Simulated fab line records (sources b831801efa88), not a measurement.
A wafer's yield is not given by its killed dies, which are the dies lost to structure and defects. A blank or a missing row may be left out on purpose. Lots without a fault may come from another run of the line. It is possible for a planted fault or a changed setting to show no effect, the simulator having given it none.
fab line records    flow sky130
[record] lots = 7  wafers = 21  last_day = 51
route steps=708 shown METAL5@678 PASSIVATION@681
lots that met no fault: taken from a fault-free run of the same line
start_h: hours from the record's opening day to when the first of the lot's shown wafers began    wait_h: time in hours since the lot's previous step    " identical to the entry in the row above    L1.1+2: a row that stands for several wafers    - no value present, or no start provided    * or withheld: withheld    < > ~ a bound
route shown NAME@n: names a module that has steps shown in the file, with the first one's number in the route    usual: average and standard deviation across the fault-free wafers    same: alike in all rows    chamber/n: place in a boat    sites: the reading at each site    _std_site: standard deviation of those values    _edge_site: the outer-site mean with the inner-site mean subtracted    radius_mm: for every site, how far away it sits from the centre of the wafer    mask NAME#n: copy n    behind: the tool/chamber that last shaped the wafer    hold: what put the lot on hold/how long, in hours/how the hold closed    device: transistor that didn't switch, given as n, p or np    end of line: the same wafers' tests at the end of the route    a step without rows: its recipe alone    killed: count of dies lost to structure and defects at first sort (not the wafer's yield)    map: a wafer's dies, x killed, . not, _ none there
set.NAME: the setting the step ran with; set.NAME@STEP: the setting that earlier step ran with    model.NAME: the simulator's own value behind a step, which no gauge read
lots seen at some steps along the route; tables by step, rows by wafer
services: from which hour (start_h, from the record's first day; less than 0 if before it) a tool's chamber was out of use, for how many hours, and why
[[steps]]
[step SKY_METAL5_STRIP_17]
[recipe] chemistry = post_etch_residue_remover  time_s = 1200  temp_c = 72.5
[step SKY_METAL5_CLEAN_18]
[recipe] chemistry = IPA  time_s = 180  temp_c = 25
[step SKY_METAL5_CLEAN_19]
[recipe] chemistry = O3/DIW  dry = n2_spin
[step SKY_PASSIVATION_CVD_00]
[recipe] material = SiO2  target_thk_nm = 90  temp_c = 400  time_s = withheld  rf_w = 600
[usual] heater_power_w = 687/91
lot.wafer  tool      chamber  start_h  wait_h  heater_power_w
L300.2     pecvd-03  2        1085.60  0.0     626
L300.3     "         0        "        "       670
L300.4     "         1        "        "       887
L302.1     pecvd-03  0        1090.34  0.0     664
L302.3     "         1        "        "       879
L302.4     "         2        "        "       647
L309.2     pecvd-01  1        1136.92  0.0     621
L309.4     "         0        "        "       493
L309.6     "         1        "        "       637
L310.1     pecvd-02  0        1140.66  0.0     594
L310.3     "         2        "        "       745
L310.6     "         2        "        "       761
L311.1     pecvd-01  2        1141.97  0.0     817
L311.3     "         0        "        "       547
L311.5     "         2        "        "       647
L316.2     pecvd-03  0        1173.79  0.0     691
L316.5     "         1        "        "       855
L316.6     "         0        "        "       694
L318.2     pecvd-03  1        1184.59  0.0     787
L318.3     "         2        "        "       727
L318.6     "         1        "        "       812
[step SKY_PASSIVATION_THK_MEAS_01]
[recipe] reads = SiO2_of_PASSIVATION_CVD_00
[usual] PASSIVATION_CVD_00_THK = 90.3/1.1
lot.wafer  tool           chamber  start_h  wait_h  PASSIVATION_CVD_00_THK[nm]
L300.2     film_metro-04  -        1085.64  -       89.2
L300.3     "              -        "        "       88.8
L300.4     "              -        "        "       90.9
L302.1     film_metro-02  -        1090.36  -       89.0
L302.3     "              -        "        "       89.3
L302.4     "              -        "        "       90.0
L309.2     film_metro-04  -        1136.95  -       88.7
L309.4     "              -        "        "       89.6
L309.6     "              -        "        "       90.9
L310.1     film_metro-02  -        1140.68  -       88.6
L310.3     "              -        "        "       89.5
L310.6     "              -        "        "       89.5
L311.1     film_metro-04  -        1141.99  -       88.3
L311.3     "              -        "        "       88.9
L311.5     "              -        "        "       91.5
L316.2     film_metro-04  -        1173.82  -       91.3
L316.5     "              -        "        "       92.4
L316.6     "              -        "        "       91.5
L318.2     film_metro-01  -        1184.63  -       90.8
L318.3     "              -        "        "       91.9
L318.6     "              -        "        "       91.7
[step SKY_PASSIVATION_CVD_02]
[recipe] material = Si3N4  target_thk_nm = 540  temp_c = 400  time_s = withheld  rf_w = 450
[usual] heater_power_w = 745/99
lot.wafer  tool      chamber  start_h  wait_h  heater_power_w
L300.2     pecvd-01  2        1085.69  0.0     725
L300.3     "         1        "        "       679
L300.4     "         2        "        "       757
L302.1     pecvd-03  2        1090.42  0.1     636
L302.3     "         0        "        "       747
L302.4     "         2        "        "       690
L309.2     pecvd-02  0        1137.00  0.0     777
L309.4     "         0        "        "       638
L309.6     "         1        "        "       708
L310.1     pecvd-03  0        1140.74  0.1     780
L310.3     "         1        "        "       914
L310.6     "         2        "        "       687
L311.1     pecvd-02  0        1142.05  0.1     703
L311.3     "         1        "        "       578
L311.5     "         0        "        "       726
L316.2     pecvd-02  1        1173.87  0.0     703
L316.5     "         0        "        "       758
L316.6     "         2        "        "       914
L318.2     pecvd-01  1        1184.68  0.0     696
L318.3     "         0        "        "       652
L318.6     "         2        "        "       811
[step SKY_PASSIVATION_THK_MEAS_03]
[recipe] reads = Si3N4_of_PASSIVATION_CVD_02
[usual] PASSIVATION_CVD_02_THK = 540/6.9
lot.wafer  tool           chamber  start_h  wait_h  PASSIVATION_CVD_02_THK[nm]
L300.2     film_metro-01  -        1085.92  -       541
L300.3     "              -        "        "       529
L300.4     "              -        "        "       546
L302.1     film_metro-01  -        1090.70  -       542
L302.3     "              -        "        "       542
L302.4     "              -        "        "       552
L309.2     film_metro-01  -        1137.24  -       537
L309.4     "              -        "        "       546
L309.6     "              -        "        "       541
L310.1     film_metro-04  -        1140.97  -       534
L310.3     "              -        "        "       538
L310.6     "              -        "        "       546
L311.1     film_metro-01  -        1142.28  -       538
L311.3     "              -        "        "       538
L311.5     "              -        "        "       544
L316.2     film_metro-02  -        1174.10  -       547
L316.5     "              -        "        "       552
L316.6     "              -        "        "       550
L318.2     film_metro-02  -        1184.92  -       529
L318.3     "              -        "        "       522
L318.6     "              -        "        "       539
[step SKY_PASSIVATION_DEHYDRATE_04]
[recipe] temp_c = 200  time_s = 60
[step SKY_PASSIVATION_HMDS_05]
[recipe] prime_time_s = 60  prime_temp_c = 120
[step SKY_PASSIVATION_COAT_06]
[recipe] spin_rpm = 2000  resist_thk_nm = 3000
[step SKY_PASSIVATION_SOFTBAKE_07]
[recipe] temp_c = 110  time_s = withheld
[step SKY_PASSIVATION_EXPOSE_08]
[recipe] mask_id = NSM  target_cd_nm = 3000  na = 0.57  dose_mj = 256.5
[step SKY_PASSIVATION_PEB_09]
[recipe] temp_c = 115  time_s = withheld
[usual] chill_plate_temp_C = 23.01/0.099  exhaust_pa = 44.9/0.86
lot.wafer  tool            chamber  start_h  wait_h  chill_plate_temp_C  exhaust_pa
L300.2     litho_track-02  0        1106     -       22.85               45.7
L300.3     "               0        "        "       23.12               45.4
L300.4     "               0        "        "       23.05               46.4
L302.1     litho_track-04  0        1111     -       22.87               45.9
L302.3     "               0        "        "       22.90               44.2
L302.4     "               0        "        "       22.88               44.9
L309.2     litho_track-04  -        1156     -       -                   -
L309.4     "               -        "        "       -                   -
L309.6     "               -        "        "       -                   -
L310.1     litho_track-02  -        1160     -       -                   -
L310.3     "               -        "        "       -                   -
L310.6     "               -        "        "       -                   -
L311.1     litho_track-03  -        1161     -       -                   -
L311.3     "               -        1162     -       -                   -
L311.5     "               -        "        "       -                   -
L316.2     litho_track-02  0        1191     -       23.07               45.0
L316.5     "               0        "        "       23.04               44.5
L316.6     "               0        "        "       22.88               45.1
L318.2     litho_track-02  0        1201     -       22.98               45.2
L318.3     "               0        "        "       23.05               46.4
L318.6     "               0        "        "       23.10               45.7
[step SKY_PASSIVATION_DEVELOP_10]
[recipe] develop_time_s = 60  dev_temp_c = 23
[[services]]
tool      chamber  start_h  hours  kind
pecvd-03  1        1066.96  2.4    repair
pecvd-02  2        1079.20  5.5    scheduled_down
pecvd-01  0        1101.43  5.5    scheduled_down
pecvd-03  2        1118.93  5.0    scheduled_down
pecvd-03  0        1136.71  2.1    scheduled_down
pecvd-03  0        1180.62  -      clean
pecvd-03  0        1180.62  -      consumable_replace:showerhead
pecvd-03  0        1180.62  29.0   scheduled_down
pecvd-03  0        1180.62  29.0   vent_cycle
pecvd-02  1        1197.09  2.1    scheduled_down
[[key]]
[first_sign] step = SKY_PASSIVATION_PEB_09  reading = tool_record  direction = missing
effect none on later readings
met_at SKY_PASSIVATION_PEB_09
struck_wafers L309.2,L309.4,L309.6,L310.1,L310.3,L310.6,L311.1,L311.3,L311.5
sort_left_out L309.2,L309.4,L309.6,L310.1,L310.3,L310.6,L311.1,L311.3,L311.5
onset_between 1111 1156
[fault] kind = skipped_step_whole  tool = litho_track-02,litho_track-03,litho_track-04  chamber = -  onset_h = 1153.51  steps = SKY_PASSIVATION_PEB_09  scope = struck_lots_only
// sort_left_out: the simulated sort isn't trusted on such a fault, so these wafers' sort isn't shown, and their yield isn't known
